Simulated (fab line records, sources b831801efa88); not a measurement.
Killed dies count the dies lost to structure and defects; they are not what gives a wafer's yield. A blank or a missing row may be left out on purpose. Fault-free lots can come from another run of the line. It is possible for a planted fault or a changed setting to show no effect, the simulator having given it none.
fab line records -- flow sky130 -- part 2 of 2: steps 27 to 36 of 36
record lots=5, wafers=15, last-day=50
route steps=708 shown VT_ADJUST_LVTN@114 VT_ADJUST_NCORE@119 VT_ADJUST_HVTR@131 VT_ADJUST_PCH@143
lots that met no fault: from a run of the same line without faults
start-h: the number of hours between the record's first day and the start of the first shown wafer of the lot -- wait-h: hours since the lot's step before -- " unchanged from the row above -- L1.1+2: several wafers, shown together as one row -- - no value, or no start given -- * or withheld: withheld -- < > ~ a bound
route shown NAME@n: a module of which the file shows steps, and the number in the route of the first -- usual: mean/standard deviation of fault-free wafers -- same: alike in all rows -- chamber/n: place in a boat -- sites: readings site by site -- _std_site: the standard deviation of these -- _edge_site: outer sites' mean less inner sites' -- radius-mm: for every site, how far away it sits from the centre of the wafer -- mask NAME#n: copy n -- behind: the tool/chamber that last shaped the wafer -- hold: reason for holding the lot/hours on hold/outcome of the hold -- device: names the non-switching transistor (n, p or np) -- end of line: tests run on the same wafers once the route is complete -- a step without rows: its recipe alone -- killed: dies that structure and defects cost at the first sort, which is not the same as the wafer's yield -- map: shows each die of a wafer: x if killed, . if not, _ if none is there
set.NAME: the setting as run; set.NAME@STEP: as run at that earlier step -- model.NAME: the simulator's own value behind a step, which no gauge read
a table for each step, a row for each wafer; lots at some steps of the route
services: the hour from which a tool's chamber was out of use, counted from the record's first day as start-h (under 0 if before that day), plus the number of hours and why
## steps
# step SKY_VT_ADJUST_HVTR_IMPLANT_09
# recipe species=B, energy-kev=10, dose-cm2=2.1e+12, tilt-deg=withheld
lot.wafer,tool,chamber,start-h,wait-h
L079.1+3+4,implanter-03,0,231.82,0.0
L081.1+2+3,implanter-04,0,258.67,0.0
L091.2+3+6,implanter-04,0,325.10,0.0
L096.2+4+5,implanter-04,0,373.69,0.0
L095.2+3+6,implanter-03,0,374.34,0.0
# step SKY_VT_ADJUST_HVTR_STRIP_10
# recipe chemistry=O2/N2, power-w=1400, pressure-mtorr=1500, platen-temp-c=withheld, o2-flow-sccm=3000, n2-flow-sccm=300, overash-fraction=0.5
# usual drypump-motor-current-A=5.2/0.4, oes-product-au=0.716/0.0044, strip-time-to-endpoint-s=14.19/0.04
lot.wafer,tool,chamber,start-h,wait-h,drypump-motor-current-A,oes-product-au,rf-hours-counter-h,strip-time-to-endpoint-s
L079.1,plasma-asher-01,0,231.97,0.1,6.0,0.714,11,14.24
L079.3,plasma-asher-01,1,231.97,0.1,4.7,0.715,-,14.28
L079.4,plasma-asher-01,0,231.97,0.1,5.9,0.726,-,14.26
L081.1,plasma-asher-04,1,258.82,0.1,5.2,0.721,56,14.19
L081.2,plasma-asher-04,0,258.82,0.1,4.9,0.718,56,14.19
L081.3,plasma-asher-04,1,258.82,0.1,5.2,0.710,-,14.20
L091.2,plasma-asher-01,1,325.22,0.1,4.6,0.712,20,14.21
L091.3,plasma-asher-01,1,325.22,0.1,4.6,0.711,-,14.18
L091.6,plasma-asher-01,0,325.22,0.1,5.9,0.706,-,14.21
L096.2,plasma-asher-02,0,373.81,0.1,5.1,0.713,54,14.17
L096.4,plasma-asher-02,0,373.81,0.1,5.1,0.718,-,14.15
L096.5,plasma-asher-02,0,373.81,0.1,5.1,0.711,-,14.18
L095.2,plasma-asher-02,0,374.46,0.1,5.0,0.726,54,14.19
L095.3,plasma-asher-02,0,374.46,0.1,5.1,0.713,-,14.23
L095.6,plasma-asher-02,0,374.46,0.1,5.0,0.716,-,14.18
# step SKY_VT_ADJUST_HVTR_TW_MEAS_11
# usual VT_ADJUST_HVTR_TW=212.0/1.1
lot.wafer,tool,chamber,start-h,wait-h,VT_ADJUST_HVTR_TW
L079.1,film-metro-01,-,232.07,0.1,210.4
L079.3,film-metro-01,-,232.07,0.1,211.8
L079.4,film-metro-01,-,232.07,0.1,211.7
L081.1,film-metro-03,-,258.92,0.1,214.4
L081.2,film-metro-03,-,258.92,0.1,212.8
L081.3,film-metro-03,-,258.92,0.1,213.7
L091.2,film-metro-04,-,325.33,0.1,211.1
L091.3,film-metro-04,-,325.33,0.1,211.8
L091.6,film-metro-04,-,325.33,0.1,211.4
L096.2,film-metro-01,-,373.92,0.1,209.7
L096.4,film-metro-01,-,373.92,0.1,211.7
L096.5,film-metro-01,-,373.92,0.1,211.6
L095.2,film-metro-04,-,374.57,0.1,212.1
L095.3,film-metro-04,-,374.57,0.1,210.5
L095.6,film-metro-04,-,374.57,0.1,210.0
# step SKY_VT_ADJUST_PCH_DEHYDRATE_00
# recipe temp-c=200, time-s=60
# usual chill-plate-temp-C=22.98/0.11
lot.wafer,tool,chamber,start-h,wait-h,chill-plate-temp-C
L079.1,litho-track-04,0,243.52,11.4,23.10
L079.3,litho-track-04,0,243.52,11.4,22.97
L079.4,litho-track-04,0,243.52,11.4,22.99
L081.1,litho-track-01,0,271.06,12.1,22.81
L081.2,litho-track-01,0,271.06,12.1,22.96
L081.3,litho-track-01,0,271.06,12.1,23.03
L091.2,litho-track-04,0,337.84,12.5,22.81
L091.3,litho-track-04,0,337.84,12.5,23.03
L091.6,litho-track-04,0,337.84,12.5,22.95
L096.2,litho-track-04,0,387.39,13.5,22.80
L096.4,litho-track-04,0,387.39,13.5,22.86
L096.5,litho-track-04,0,387.39,13.5,22.88
L095.2,litho-track-02,0,387.89,13.3,23.00
L095.3,litho-track-02,0,387.89,13.3,23.06
L095.6,litho-track-02,0,387.89,13.3,23.02
# step SKY_VT_ADJUST_PCH_HMDS_01
# recipe prime-time-s=60, prime-temp-c=120
# usual chill-plate-temp-C=23.00/0.11
# same prime-time-s=60
lot.wafer,tool,chamber,start-h,wait-h,chill-plate-temp-C
L079.1,litho-track-04,0,243.67,0.1,23.03
L079.3,litho-track-04,0,243.67,0.1,23.04
L079.4,litho-track-04,0,243.67,0.1,23.05
L081.1,litho-track-01,0,271.21,0.1,22.98
L081.2,litho-track-01,0,271.21,0.1,23.02
L081.3,litho-track-01,0,271.21,0.1,23.12
L091.2,litho-track-04,0,337.99,0.1,23.14
L091.3,litho-track-04,0,337.99,0.1,23.05
L091.6,litho-track-04,0,337.99,0.1,23.04
L096.2,litho-track-04,0,387.54,0.1,22.96
L096.4,litho-track-04,0,387.54,0.1,22.99
L096.5,litho-track-04,0,387.54,0.1,23.07
L095.2,litho-track-02,0,388.04,0.1,23.06
L095.3,litho-track-02,0,388.04,0.1,23.06
L095.6,litho-track-02,0,388.04,0.1,22.92
# step SKY_VT_ADJUST_PCH_COAT_02
# recipe spin-rpm=2000, resist-thk-nm=3000
# usual chill-plate-temp-C=22.99/0.092, spin-speed-rpm=1999.9/1
lot.wafer,tool,chamber,start-h,wait-h,chill-plate-temp-C,spin-speed-rpm
L079.1,litho-track-04,0,243.82,0.1,22.88,1999.1
L079.3,litho-track-04,0,243.82,0.1,22.94,2000.0
L079.4,litho-track-04,0,243.82,0.1,22.96,1998.5
L081.1,litho-track-01,0,271.36,0.1,23.10,1999.5
L081.2,litho-track-01,0,271.36,0.1,23.16,1998.7
L081.3,litho-track-01,0,271.36,0.1,23.12,2000.9
L091.2,litho-track-04,0,338.14,0.1,23.12,2001.2
L091.3,litho-track-04,0,338.14,0.1,23.06,1998.7
L091.6,litho-track-04,0,338.14,0.1,22.92,2001.3
L096.2,litho-track-04,0,387.69,0.1,23.04,1998.5
L096.4,litho-track-04,0,387.69,0.1,22.92,1999.5
L096.5,litho-track-04,0,387.69,0.1,22.85,1999.5
L095.2,litho-track-02,0,388.19,0.1,23.03,2000.2
L095.3,litho-track-02,0,388.19,0.1,22.89,1999.3
L095.6,litho-track-02,0,388.19,0.1,22.97,2000.8
# step SKY_VT_ADJUST_PCH_SOFTBAKE_03
# recipe temp-c=110, time-s=withheld
# usual chill-plate-temp-C=23.01/0.13
lot.wafer,tool,chamber,start-h,wait-h,chill-plate-temp-C
L079.1,litho-track-04,0,243.97,0.1,23.23
L079.3,litho-track-04,0,243.97,0.1,23.11
L079.4,litho-track-04,0,243.97,0.1,23.27
L081.1,litho-track-01,0,271.51,0.1,23.12
L081.2,litho-track-01,0,271.51,0.1,23.09
L081.3,litho-track-01,0,271.51,0.1,23.05
L091.2,litho-track-04,0,338.30,0.1,23.06
L091.3,litho-track-04,0,338.30,0.1,23.08
L091.6,litho-track-04,0,338.30,0.1,23.02
L096.2,litho-track-04,0,387.85,0.1,22.84
L096.4,litho-track-04,0,387.85,0.1,23.04
L096.5,litho-track-04,0,387.85,0.1,22.71
L095.2,litho-track-02,0,388.35,0.1,23.08
L095.3,litho-track-02,0,388.35,0.1,23.06
L095.6,litho-track-02,0,388.35,0.1,23.08
# step SKY_VT_ADJUST_PCH_EXPOSE_04
# recipe mask-id=NWM, na=0.6, source-shape=conventional, sigma-outer=0.6, polarization=unpolarized, target-cd-nm=840, dose-mj=255
lot.wafer,tool,chamber,start-h,wait-h,mask
L079.1+3+4,iline-stepper-01,0,-,-,NWM#0
L081.1+2+3,iline-stepper-01,0,-,-,NWM#0
L091.2+3+6,iline-stepper-02,0,-,-,NWM#0
L096.2+4+5,iline-stepper-02,0,-,-,NWM#0
L095.2+3+6,iline-stepper-02,0,-,-,NWM#0
# step SKY_VT_ADJUST_PCH_PEB_05
# recipe temp-c=115, time-s=withheld
# usual chill-plate-temp-C=22.97/0.11
lot.wafer,tool,chamber,start-h,wait-h,chill-plate-temp-C
L079.1,litho-track-04,0,-,-,23.11
L079.3,litho-track-04,0,-,-,23.05
L079.4,litho-track-04,0,-,-,22.97
L081.1,litho-track-01,0,-,-,22.80
L081.2,litho-track-01,0,-,-,23.13
L081.3,litho-track-01,0,-,-,23.04
L091.2,litho-track-02,0,-,-,22.92
L091.3,litho-track-02,0,-,-,23.08
L091.6,litho-track-02,0,-,-,23.09
L096.2,litho-track-02,0,-,-,22.95
L096.4,litho-track-02,0,-,-,22.97
L096.5,litho-track-02,0,-,-,23.06
L095.2,litho-track-01,0,-,-,22.82
L095.3,litho-track-01,0,-,-,22.92
L095.6,litho-track-01,0,-,-,22.84
# step SKY_VT_ADJUST_PCH_DEVELOP_06
# recipe wall-angle-deg=90, developer=TMAH, develop-time-s=60, dev-temp-c=23
# usual chill-plate-temp-C=22.99/0.11
lot.wafer,tool,chamber,start-h,wait-h,chill-plate-temp-C
L079.1,litho-track-04,0,-,-,22.75
L079.3,litho-track-04,0,-,-,22.99
L079.4,litho-track-04,0,-,-,23.06
L081.1,litho-track-01,0,-,-,23.20
L081.2,litho-track-01,0,-,-,23.13
L081.3,litho-track-01,0,-,-,23.12
L091.2,litho-track-02,0,-,-,22.92
L091.3,litho-track-02,0,-,-,22.86
L091.6,litho-track-02,0,-,-,22.91
L096.2,litho-track-02,0,-,-,22.99
L096.4,litho-track-02,0,-,-,22.97
L096.5,litho-track-02,0,-,-,23.08
L095.2,litho-track-01,0,-,-,22.93
L095.3,litho-track-01,0,-,-,22.98
L095.6,litho-track-01,0,-,-,23.07
## services
tool,chamber,start-h,hours,kind
implanter-01,-,175.28,2.8,repair
implanter-03,-,202.67,0.8,repair
implanter-04,-,220.33,2.2,repair
iline-stepper-01,-,228.20,2.1,pm
plasma-asher-03,-,245.79,7.7,repair
plasma-asher-03,-,246.16,3.6,repair
implanter-04,-,261.99,3.4,pm
implanter-02,-,272.15,6.6,pm
implanter-01,-,273.28,0.6,repair
implanter-03,-,282.36,1.0,repair
iline-stepper-02,-,288.29,1.7,pm
implanter-03,-,298.20,3.2,repair
implanter-03,-,317.87,4.5,pm
iline-stepper-02,-,322.29,7.2,repair
plasma-asher-02,-,325.21,14.6,pm
iline-stepper-01,-,338.96,1.7,pm
plasma-asher-02,-,339.81,2.8,pm
plasma-asher-02,-,342.56,4.3,pm
implanter-03,-,358.56,3.4,repair
plasma-asher-01,-,363.14,10.0,pm
iline-stepper-02,-,369.92,7.8,repair
plasma-asher-01,-,373.34,5.6,repair
implanter-01,-,387.88,5.6,pm
implanter-03,-,388.00,7.5,repair
